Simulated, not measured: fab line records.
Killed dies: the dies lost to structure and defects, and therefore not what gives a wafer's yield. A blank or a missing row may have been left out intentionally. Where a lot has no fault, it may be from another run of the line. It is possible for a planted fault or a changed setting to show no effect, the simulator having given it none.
A struck lot beside a sound one || flow gf180mcu || 18 steps out of a route of 602
Sound: these wafers, L151.2, L151.4, L151.5. The struck wafers were L161.3, L161.4, L161.5. Last of all comes the cause.
Per side, at each step with rows, come the tool, then ch with its chambers, and then its first start. Under that, the readings that differ: sound wafers || struck wafers || difference of the means || sigmas: that difference in standard deviations of wafers without a fault.
alike: readings whose means differ by less than 2 such deviations, and words and numbers that are the same on both sides. not compared: withheld readings, readings that some wafer has no value for, bounds like >300 that may hide the same value, and numbers for which the record gives no deviation and whose values overlap.
A row with sigmas, a row that says differs or no value, or rows on one side alone: a step with any of these is where the two part. Non-overlapping numbers with no deviation appear without sigmas and do not part them. A reading missing from all wafers of one side parts the sides only when that side holds two or more wafers.

first, 3 steps without rows for these wafers: GF_V2_EXPOSE_11 (exposes mask Via2, target cd 260 nm); GF_V2_PEB_12 (peb time 90 s); GF_V2_DEVELOP_13 (develop time 60 s).
GF_V2_CD_MEAS_14: the cd target is 260 nm.
  sound: cd-sem-01 at day 22 10:40; struck: cd-sem-02 at day 25 09:56
  alike: cd-nm
GF_V2_OVL_MEAS_15:
  sound: overlay-02 at day 22 10:46; struck: overlay-01 at day 25 10:02
  alike: V2_OVL
GF_V2_ETCH_16: etches BARC in N2/H2.
  sound on rie-diel-02 ch 1,3, day 22 10:48; struck on rie-diel-01 ch 1,2,3, day 25 10:03
  alike: drypump-motor-current-A, oes-product-au, rf-fwd-power-W, throttle-valve-pct
GF_V2_ETCH_17: etches SiO2 in C4F8/O2/Ar, stops on TiN, target depth 630 nm.
  sound: rie-diel-02 ch 1,3; struck: rie-diel-01 ch 1,2,3
{"reading": "oes-product-au (a.u.)", "sound": "0.855 0.834 0.856", "struck": "0.861 0.864 0.860", "difference": "+0.013", "sigmas": "+3"}
  alike: rf-fwd-power-W
then, 3 steps without rows for these wafers: GF_V2_STRIP_18 (strips in O2/N2); GF_V2_STRIP_19 (strips in post etch residue remover, time 1200 s); GF_V2_CLEAN_20 (cleans in DIW).
GF_V2_SPUTTER_21: material Ti, target thk 15 nm, time 80.02 s.
  sound: pvd-sputter-02 at day 22 11:29; struck: pvd-sputter-01 at day 25 10:45
  alike: throttle-valve-pct
GF_V2_SPUTTER_22: material TiN, target thk 10 nm, time 40 s.
  sound: pvd-sputter-02 at day 22 11:33; struck: pvd-sputter-01 at day 25 10:49
  alike: throttle-valve-pct
GF_V2_CVD_23: deposits W, target thk 350 nm, time 104.94 s.
  sound on cvd-w-01 ch 0,1, day 22 11:36; struck on cvd-w-02 ch 0,1, day 25 10:53
{"reading": "model.W_of_V2_CVD_23.thk-nm (nm)", "sound": "349.5 350 348.3", "struck": "549.7 546.8 549.5", "difference": "+199.4", "sigmas": ""}
  alike: chamber-pressure-Torr, heater-power-w
GF_V2_RS_MEAS_24: measurement is done with a four-point probe.
  sound: film-metro-04 at day 22 11:44; struck: film-metro-04 at day 25 11:14
{"reading": "V2_W_RS (ohm/sq)", "sound": "0.328 0.327 0.329", "struck": "0.208 0.209 0.208", "difference": -0.120, "sigmas": -39}
GF_V2_THK_MEAS_25: measures by xrf.
  sound: film-metro-04 at day 22 11:50; struck: film-metro-04 at day 25 11:20
{"reading": "V2_W_THK (nm)", "sound": "352 355 355", "struck": "566 565 561", "difference": "+210", "sigmas": "+52"}
GF_V2_CMP_26: polishes, stops on SiO2, t overpolish 15 s, target thk 0 nm.
  sound on cmp-02 ch 2,3, day 22 11:53; struck on cmp-01 ch 0,1,3, day 25 11:28
{"reading": "time-to-endpoint-s (s)", "sound": "91 90 91", "struck": "133 134 133", "difference": "+43", "sigmas": "+11"}
  alike: edge-zone-pressure-frac, motor-current-A
GF_M3_SPUTTER_00: material Ti, target thk 37.5 nm, time 150 s.
  sound: pvd-sputter-03 at day 22 12:11; struck: pvd-sputter-02 at day 25 11:40
  alike: throttle-valve-pct
-- the record jumps here: 7 days lie between the struck wafers' starts before and after (it left off in module M3 and takes up again in module PASSIVATION, whose first step shown is number 602 of the route) --
GF_PASSIVATION_PROBE_99:
  the record has rows for the struck wafers here (prober-01, day 32 23:04) and none for the sound ones

WHERE THEY PART
Earliest at GF_V2_ETCH_17; latest, in this record, at GF_PASSIVATION_PROBE_99.

WHY: the cause the simulator had injected
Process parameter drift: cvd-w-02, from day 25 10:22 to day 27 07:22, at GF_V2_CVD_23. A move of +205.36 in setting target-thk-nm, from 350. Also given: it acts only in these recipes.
